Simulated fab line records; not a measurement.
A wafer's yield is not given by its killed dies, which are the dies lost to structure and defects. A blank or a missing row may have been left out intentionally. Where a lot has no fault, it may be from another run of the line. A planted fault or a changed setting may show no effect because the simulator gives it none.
Problem report in the 8D (eight disciplines) form, filled by code + flow gf180mcu + the parts of the form that need people (team, actions taken, sign-off) are left out

## 1. THE PROBLEM
Wafers with no fault read 131.4 s with a standard deviation of 0.5, whereas run_length_s at GF_STI_ETCH_14 reads a mean of 137.1 s on 1 wafer of 1 lot. Measured from the usual mean, that is +11 standard deviations.
The step: etches Si in HBr/Cl2/O2, target depth 360 nm, time 102.9 s.
First seen on wafer L912.1, day 5 18:00, on rie_si-02. At this step, 15 wafers from 5 lots have a number in the record. Rule for "out" (also "out of limits"): further than 4 standard deviations from the usual mean. Any other wafer with a number is counted as sound.

## 2. WHAT IT IS; WHAT IT IS NOT
| question                    | is               | is not                                                              |
|-----------------------------|------------------|---------------------------------------------------------------------|
| which readings at this step | run_length_s     | bias_w, drypump_motor_current_A, oes_product_au, throttle_valve_pct |
| which lots                  | L912             | L897, L900, L903, L904                                              |
| which wafers of those lots  | L912.1           | L912.4, L912.6                                                      |
| read on which tools         | rie_si-02        | rie_si-01                                                           |
| when                        | from day 5 18:00 | up to then (14 sound wafers)                                        |

## 3. SUSPECTS, AND WHAT RULES EACH OUT
Counting: a tool at a process step up to the reading stays a suspect if it ran every lot that is out. Sound lots after the first of them don't rule it out here, since some wafers of a struck lot are sound.
- rie_diel-04 at GF_STI_ETCH_13 (etches the open film in CHF3/O2, stops on Si, target depth 282.31 nm, time 112.9 s): kept. It processed L912, the lot that is out, at day 5 17:56, and its most recent sound lot before then was L897 at day 2 14:22.
- rie_si-02 at GF_STI_ETCH_14 (etches Si in HBr/Cl2/O2, target depth 360 nm, time 102.9 s): kept. It processed L912, the lot that is out, at day 5 18:00, and its most recent sound lot before then was L904 at day 3 23:25. Out on those wafers are its own readings of run_length_s.
- Within rie_diel-04 at GF_STI_ETCH_13: the wafers that are out ran in chamber 1; their sound lot-mates ran in chamber 3.
- At GF_STI_ETCH_14, inside rie_si-02: chamber 2 took the wafers that are out, while their sound lot-mates went through chambers 0, 1.
Remaining after the count are rie_diel-04 at GF_STI_ETCH_13 and rie_si-02 at GF_STI_ETCH_14.

## 4. THE CAUSE (what the simulator had put in)
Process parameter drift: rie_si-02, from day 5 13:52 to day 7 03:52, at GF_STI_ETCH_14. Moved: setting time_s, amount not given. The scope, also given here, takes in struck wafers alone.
Counting leaves 2 suspects; this tool is one of them.

## 5. SEQUENCE OF EFFECTS, ordered by route
One row per reading whose mean, taken over the struck wafers that have a number, lies over 3 standard deviations from the usual. Only readings whose record carries a usual standard deviation are examined. hours: median over the lots of the time between each lot's start at the first step of this table that gives one and its start at this step. sigmas: the change, counted in usual standard deviations.
| hours | step           | reading      | usual   | on struck wafers | change | sigmas |
|-------|----------------|--------------|---------|------------------|--------|--------|
| 0     | GF_STI_ETCH_14 | run_length_s | 131.4 s | 137.1            | +5.7   | +11    |
The process steps in it:
- GF_STI_ETCH_14: etches Si in HBr/Cl2/O2, target depth 360 nm, time 102.9 s.

## 6. WHAT WOULD HAVE CAUGHT IT SOONER
In this record no reading fell out of limits until day 5 18:00, 4 hours after the fault had begun at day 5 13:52.
